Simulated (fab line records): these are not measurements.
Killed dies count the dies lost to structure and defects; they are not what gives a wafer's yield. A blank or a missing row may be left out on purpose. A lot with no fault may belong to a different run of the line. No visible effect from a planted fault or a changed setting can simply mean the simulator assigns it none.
What tool caused it? + flow sky130 + 24 lots with 72 wafers sampled at 5 steps, on a route of 708 steps

WHAT THE GAUGES SHOWED, per wafer
SKY_CONTACT_OVL_MEAS_15.
| lot  | measured     | on         | CONTACT_OVL (nm) |
|------|--------------|------------|------------------|
| L074 | day 31 12:14 | overlay-02 | 3 0 -6           |
| L075 | day 31 19:58 | overlay-02 | -1 -3 -1         |
| L076 | day 32 14:34 | overlay-01 | -3 4 -3          |
| L077 | day 33 06:31 | overlay-01 | 10 4 0           |
| L078 | day 33 12:41 | overlay-01 | 0 -2 3           |
| L080 | day 33 23:17 | overlay-01 | -1 0 -2          |
| L079 | day 34 00:26 | overlay-01 | 1 9 2            |
| L081 | day 34 03:19 | overlay-02 | -4 -7 -3         |
| L082 | day 34 08:47 | overlay-01 | -1 -3 3          |
| L083 | day 34 15:32 | overlay-01 | 8 17 10          |
| L085 | day 35 09:02 | overlay-02 | 4 5 3            |
| L084 | day 35 10:31 | overlay-01 | 4 2 4            |
| L086 | day 35 12:16 | overlay-02 | -8 -6 -3         |
| L087 | day 35 20:29 | overlay-01 | 9 9 5            |
| L088 | day 36 09:22 | overlay-01 | 1 2 -1           |
| L089 | day 36 14:32 | overlay-02 | -1 -5 -6         |
| L090 | day 36 20:01 | overlay-01 | 9 15 16          |
| L091 | day 37 01:44 | overlay-01 | 4 2 4            |
| L092 | day 37 11:19 | overlay-01 | -9 -6 -3         |
| L093 | day 37 14:01 | overlay-02 | -1 -2 -1         |
| L094 | day 37 17:38 | overlay-01 | -2 1 -3          |
| L095 | day 38 02:53 | overlay-02 | 6 2 4            |
| L096 | day 39 02:34 | overlay-01 | 5 6 10           |
| L097 | day 39 03:13 | overlay-01 | 2 -4 -3          |

SKY_METAL1_OVL_MEAS_16.
| lot  | measured     | on         | METAL1_OVL (nm) |
|------|--------------|------------|-----------------|
| L074 | day 32 17:21 | overlay-02 | 2 4 3           |
| L075 | day 33 00:55 | overlay-01 | 2 1 3           |
| L076 | day 33 19:08 | overlay-02 | 5 8 6           |
| L077 | day 34 11:25 | overlay-02 | -1 0 0          |
| L078 | day 34 17:06 | overlay-02 | 2 5 6           |
| L080 | day 35 04:05 | overlay-02 | 5 -8 -2         |
| L079 | day 35 05:13 | overlay-01 | -7 2 -8         |
| L081 | day 35 06:49 | overlay-01 | 6 5 6           |
| L082 | day 35 12:59 | overlay-02 | 0 -3 5          |
| L083 | day 35 20:04 | overlay-02 | 6 4 1           |
| L085 | day 36 12:55 | overlay-01 | -2 2 -6         |
| L084 | day 36 15:11 | overlay-02 | -1 7 -1         |
| L086 | day 36 16:47 | overlay-02 | -12 -5 -15      |
| L087 | day 37 00:35 | overlay-02 | -1 -5 -3        |
| L088 | day 37 13:46 | overlay-02 | -12 -12 -6      |
| L089 | day 37 18:08 | overlay-02 | 0 -3 -4         |
| L090 | day 38 00:02 | overlay-01 | 2 3 5           |
| L091 | day 38 05:35 | overlay-01 | 12 6 10         |
| L092 | day 38 15:01 | overlay-01 | 3 1 2           |
| L093 | day 38 17:20 | overlay-02 | -3 -3 0         |
| L094 | day 38 20:30 | overlay-01 | -4 3 -2         |
| L095 | day 39 05:34 | overlay-01 | -2 -6 -1        |
| L096 | day 40 04:32 | overlay-01 | -1 -3 -8        |
| L097 | day 40 05:41 | overlay-02 | -4 4 0          |

SKY_VIA2_RS_MEAS_22: measurement is done with a four-point probe.
| lot  | measured     | on            | VIA2_W_RS (ohm/sq) |
|------|--------------|---------------|--------------------|
| L074 | day 36 07:20 | film-metro-04 | 0.275 0.269 0.275  |
| L075 | day 36 12:23 | film-metro-03 | 0.274 0.273 0.275  |
| L076 | day 37 07:35 | film-metro-04 | 0.270 0.271 0.271  |
| L077 | day 37 23:59 | film-metro-03 | 0.269 0.264 0.272  |
| L078 | day 38 04:52 | film-metro-04 | 0.272 0.274 0.269  |
| L080 | day 38 17:16 | film-metro-01 | 0.264 0.273 0.268  |
| L079 | day 38 17:48 | film-metro-01 | 0.275 0.269 0.275  |
| L081 | day 38 18:20 | film-metro-01 | 0.266 0.267 0.265  |
| L082 | day 39 01:01 | film-metro-03 | 0.270 0.267 0.269  |
| L083 | day 39 05:32 | film-metro-03 | 0.265 0.271 0.271  |
| L085 | day 39 22:31 | film-metro-04 | 0.267 0.276 0.270  |
| L084 | day 40 01:53 | film-metro-03 | 0.266 0.271 0.264  |
| L086 | day 40 03:54 | film-metro-03 | 0.267 0.266 0.277  |
| L087 | day 40 09:25 | film-metro-03 | 0.263 0.264 0.268  |
| L088 | day 40 21:30 | film-metro-04 | 0.273 0.277 0.272  |
| L089 | day 41 01:46 | film-metro-04 | 0.277 0.277 0.276  |
| L090 | day 41 07:41 | film-metro-04 | 0.265 0.267 0.269  |
| L091 | day 41 13:44 | film-metro-04 | 0.272 0.271 0.270  |
| L092 | day 41 20:01 | film-metro-04 | 0.271 0.276 0.269  |
| L093 | day 41 23:31 | film-metro-01 | 0.277 0.272 0.273  |
| L094 | day 42 04:26 | film-metro-03 | 0.271 0.275 0.273  |
| L095 | day 42 11:05 | film-metro-01 | 0.272 0.272 0.269  |
| L096 | day 43 08:55 | film-metro-03 | 0.274 0.276 0.272  |
| L097 | day 43 09:56 | film-metro-03 | 0.270 0.268 0.271  |

SKY_METAL3_CD_MEAS_13: the cd target is 300 nm.
| lot  | measured     | on        | cd-nm (nm)        |
|------|--------------|-----------|-------------------|
| L074 | day 38 12:28 | cd-sem-02 | 300.0 299.1 300.2 |
| L075 | day 38 17:40 | cd-sem-01 | 298.9 298.3 298.1 |
| L076 | day 39 11:08 | cd-sem-02 | 300.2 301.2 301.7 |
| L077 | day 40 03:44 | cd-sem-01 | 299.2 299.6 298.7 |
| L078 | day 40 08:02 | cd-sem-02 | 302.3 300.8 300.8 |
| L080 | day 40 19:04 | cd-sem-01 | 298.3 299.3 299.0 |
| L079 | day 40 20:46 | cd-sem-01 | 302.5 300.9 300.7 |
| L081 | day 40 21:11 | cd-sem-01 | 300.1 298.2 299.6 |
| L082 | day 41 04:17 | cd-sem-02 | 297.0 299.8 299.3 |
| L083 | day 41 07:20 | cd-sem-01 | 298.2 299.0 298.1 |
| L085 | day 41 23:44 | cd-sem-02 | 299.7 297.5 297.8 |
| L084 | day 42 02:49 | cd-sem-02 | 297.3 298.1 298.0 |
| L086 | day 42 05:10 | cd-sem-02 | 299.6 300.4 300.3 |
| L087 | day 42 09:47 | cd-sem-02 | 301.0 299.7 301.5 |
| L088 | day 42 22:01 | cd-sem-02 | 300.2 300.4 300.5 |
| L089 | day 43 02:32 | cd-sem-02 | 300.6 299.9 300.9 |
| L090 | day 43 07:44 | cd-sem-01 | 300.4 300.6 299.6 |
| L091 | day 43 14:54 | cd-sem-01 | 301.9 302.5 301.6 |
| L092 | day 43 19:50 | cd-sem-01 | 301.0 300.8 298.7 |
| L093 | day 43 23:07 | cd-sem-01 | 300.6 299.3 299.2 |
| L094 | day 44 04:20 | cd-sem-01 | 301.3 300.1 300.1 |
| L095 | day 44 10:47 | cd-sem-01 | 302.7 301.9 302.3 |
| L096 | day 45 05:56 | cd-sem-01 | 299.4 300.0 299.6 |
| L097 | day 45 06:29 | cd-sem-01 | 300.1 300.3 299.3 |

TOOL THAT RAN EACH LOT (tool first, then ch and the chambers of the sampled wafers, then the start)
| lot  | SKY_METAL1_SPUTTER_03        |
|------|------------------------------|
| L074 | pvd-sputter-03, day 31 13:46 |
| L075 | pvd-sputter-02, day 31 21:27 |
| L076 | pvd-sputter-03, day 32 16:06 |
| L077 | pvd-sputter-02, day 33 08:02 |
| L078 | pvd-sputter-04, day 33 14:14 |
| L080 | pvd-sputter-03, day 34 00:51 |
| L079 | pvd-sputter-04, day 34 01:55 |
| L081 | pvd-sputter-04, day 34 04:49 |
| L082 | pvd-sputter-03, day 34 10:21 |
| L083 | pvd-sputter-03, day 34 17:04 |
| L085 | pvd-sputter-03, day 35 10:34 |
| L084 | pvd-sputter-04, day 35 12:00 |
| L086 | pvd-sputter-03, day 35 13:45 |
| L087 | pvd-sputter-04, day 35 22:02 |
| L088 | pvd-sputter-02, day 36 10:51 |
| L089 | pvd-sputter-03, day 36 16:01 |
| L090 | pvd-sputter-02, day 36 21:32 |
| L091 | pvd-sputter-04, day 37 03:13 |
| L092 | pvd-sputter-04, day 37 12:48 |
| L093 | pvd-sputter-02, day 37 15:31 |
| L094 | pvd-sputter-02, day 37 19:09 |
| L095 | pvd-sputter-04, day 38 04:29 |
| L096 | pvd-sputter-04, day 39 04:04 |
| L097 | pvd-sputter-02, day 39 04:43 |
- SKY_METAL1_SPUTTER_03: material Ti, target thk 5 nm, time 3.3 s.

WHAT THE TOOLS THEMSELVES READ (means of the sampled wafers that have a number; where no wafer has one, the mark that the record gives instead)
SKY_METAL1_SPUTTER_03.
| lot  | tool           | throttle-valve-pct (%) |
|------|----------------|------------------------|
| L074 | pvd-sputter-03 | 29.6                   |
| L075 | pvd-sputter-02 | 29.4                   |
| L076 | pvd-sputter-03 | 29.6                   |
| L077 | pvd-sputter-02 | 30.3                   |
| L078 | pvd-sputter-04 | 31.3                   |
| L080 | pvd-sputter-03 | 29.7                   |
| L079 | pvd-sputter-04 | 31.4                   |
| L081 | pvd-sputter-04 | 31.7                   |
| L082 | pvd-sputter-03 | 29.6                   |
| L083 | pvd-sputter-03 | 29.6                   |
| L085 | pvd-sputter-03 | 29.6                   |
| L084 | pvd-sputter-04 | 31.1                   |
| L086 | pvd-sputter-03 | 29.6                   |
| L087 | pvd-sputter-04 | 30.4                   |
| L088 | pvd-sputter-02 | 30.6                   |
| L089 | pvd-sputter-03 | 30.0                   |
| L090 | pvd-sputter-02 | 30.5                   |
| L091 | pvd-sputter-04 | 31.7                   |
| L092 | pvd-sputter-04 | 31.1                   |
| L093 | pvd-sputter-02 | 30.2                   |
| L094 | pvd-sputter-02 | 29.3                   |
| L095 | pvd-sputter-04 | 32.0                   |
| L096 | pvd-sputter-04 | 31.6                   |
| L097 | pvd-sputter-02 | 29.5                   |

THE ANSWER, worked out from the rows above alone
Rule: usual is defined by the lots themselves. Put in order of their means at a reading, lots are off if they are a third of the lots or fewer, leave a main group of 4 or more, and stand apart from it by a gap of 3 or more times the standard deviation of the main group's means; of several such gaps the widest counts. Not used: any main group whose means are identical at the precision the tables above print for the reading. A lot without any number at a reading at which 4 lots or more have one is off too. Any other lot the step has rows for is counted as sound. The gauges are gone through in route order, then the tools' own readings, and for those a lot's mean is taken as printed above. The first step at which some lot is off is used, and at that step the reading that is off furthest; a lot without a number counts as furthest.
Across all readings shown, no lot is off: no conclusion can be drawn from this.

WHAT HAD BEEN PUT IN BY THE SIMULATOR
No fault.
